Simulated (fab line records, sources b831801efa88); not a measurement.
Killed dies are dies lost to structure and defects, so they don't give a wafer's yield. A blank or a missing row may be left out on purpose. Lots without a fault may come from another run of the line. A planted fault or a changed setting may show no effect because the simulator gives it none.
One fault seen from 2 desks | flow sfq_line | each desk has only its own numbers; what lay behind them comes last

THE METROLOGY DESK
What the gauges read, lot by lot, whatever tool the lot ran on: means of the sampled wafers that have a number. A lot is out of limits, marked OUT, if its mean lies more than 4 standard deviations from the usual mean; the brackets give that distance.
Columns: A = I1_BOW at SFQ_I1_BOW_MEAS_912, usual 1 um; B = I3_BOW at SFQ_I3_BOW_MEAS_922, usual 2 um
lot  | first seen here | A  | B
L961 | day 18 08:47    | -2 | -6
L962 | day 18 15:06    | 3  | 12
L963 | day 18 20:17    | 4  | 13
L964 | day 19 09:04    | 8  | 3
L965 | day 19 17:18    | -9 | -12
L966 | day 20 05:18    | 3  | 10
L967 | day 20 11:17    | -1 | -9
L968 | day 20 14:17    | -3 | -4
L969 | day 20 18:05    | 3  | -1
L970 | day 20 23:18    | 2  | 3
L971 | day 21 00:04    | 6  | 4
L981 | day 25 09:25    | 0  | 12
L982 | day 25 21:25    | -0 | 1
L983 | day 26 03:25    | 0  | 1
L984 | day 26 09:25    | -7 | -5
This desk's finding: nothing out of limits on any of the 15 lots.

THE TOOL OWNER'S DESK: krf_scanner-02
The tool's own readings at SFQ_TRILAYER_M2_LITHO_EXPOSE_058 (exposes mask M2, target cd 500 nm): means of the sampled wafers that have a number, for each lot that ran on this tool. A lot is out of limits, marked OUT, if its mean lies more than 4 standard deviations from the usual mean; the brackets give that distance.
Columns: A = exposure_dose_mJ_cm2 at SFQ_TRILAYER_M2_LITHO_EXPOSE_058, usual 14.397
lot  | first seen here | A
L967 | day 31 01:54    | 14.405
L968 | day 31 04:18    | 13.025 (-98) OUT
L969 | day 31 05:42    | 13.047 (-96) OUT
L970 | day 31 09:18    | 13.058 (-96) OUT
L971 | day 31 12:42    | 13.049 (-96) OUT
This desk's finding: out of limits on L968, L969, L970, L971; first on L968, day 31 04:18 (exposure_dose_mJ_cm2 at SFQ_TRILAYER_M2_LITHO_EXPOSE_058). In limits: L967.

PUT TOGETHER
The tool owner's desk could have raised an alarm at day 31 04:18, on L968, L969, L970, L971.
The metrology desk saw nothing out of limits.
The metrology desk has L968, L969, L970, L971 on record, within its limits.
Of the lots named, all ran SFQ_TRILAYER_M2_LITHO_EXPOSE_058 on krf_scanner-02.

WHAT THE SIMULATOR HAD PUT IN
Process parameter drift: krf_scanner-02, from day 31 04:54 on, at SFQ_TRILAYER_M2_LITHO_EXPOSE_058. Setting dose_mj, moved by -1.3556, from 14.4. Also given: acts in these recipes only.
Lots struck among those shown: L968, L969, L970, L971.
